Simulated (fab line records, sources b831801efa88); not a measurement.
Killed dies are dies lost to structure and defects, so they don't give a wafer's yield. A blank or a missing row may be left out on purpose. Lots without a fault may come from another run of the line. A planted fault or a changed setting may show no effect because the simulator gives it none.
Chamber matching | flow gf180mcu | GF_CONTACT_CMP_04 on cmp-01: 4 sister chambers
The step polishes SiO2. 8 wafers are shown with their chamber, then 7 later ones without.

WAFERS WITH THEIR CHAMBER
wafer  | chamber | motor_current_A (A) | slurry_flow_ml_min
L952.1 | 3       | 14.8                | 150.0
L952.2 | 1       | 11.2                | 149.6
L952.4 | 0       | 10.9                | 150.4
L954.2 | 2       | 11.5                | 149.7
L954.4 | 1       | 12.0                | 149.6
L954.5 | 2       | 10.8                | 150.0
L955.2 | 0       | 11.8                | 150.1
L955.3 | 3       | 14.4                | 150.5

WAFERS WITHOUT THEIR CHAMBER
wafer  | motor_current_A (A) | slurry_flow_ml_min
L955.4 | 11.5                | 149.3
L956.1 | 11.0                | 149.8
L956.2 | 15.1                | 150.0
L956.3 | 11.3                | 149.9
L959.1 | 14.1                | 149.9
L959.5 | 11.1                | 149.7
L959.6 | 14.3                | 149.4

WHICH CHAMBER EACH WENT THROUGH
wafer  | from the rows above          | in truth
L955.4 | can't be placed: 1 or 2      | 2
L956.1 | can't be placed: 2 or 1 or 0 | 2
L956.2 | 3                            | 3
L956.3 | can't be placed: 2 or 1 or 0 | 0
L959.1 | 3                            | 3
L959.5 | can't be placed: 2 or 1 or 0 | 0
L959.6 | can't be placed: 3 or 1      | 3
Placed correctly: 2 of 7. Can't be placed from these rows: 5 (the true chamber is among the candidates in 5). Placed wrongly: 0.
How it was worked out, from the rows above alone: a wafer's distance from a chamber is the root of the sum, over the readings, of the square of ((its reading less the chamber's mean) divided by the reading's scatter). The wafer belongs to the nearest chamber; if the next one is less than 2 further off, it can't be placed. A chamber's mean is the mean of its shown wafers. The scatter: the root of (the sum of the squares of (reading less its chamber's mean) over the shown wafers, divided by (wafers less chambers)).
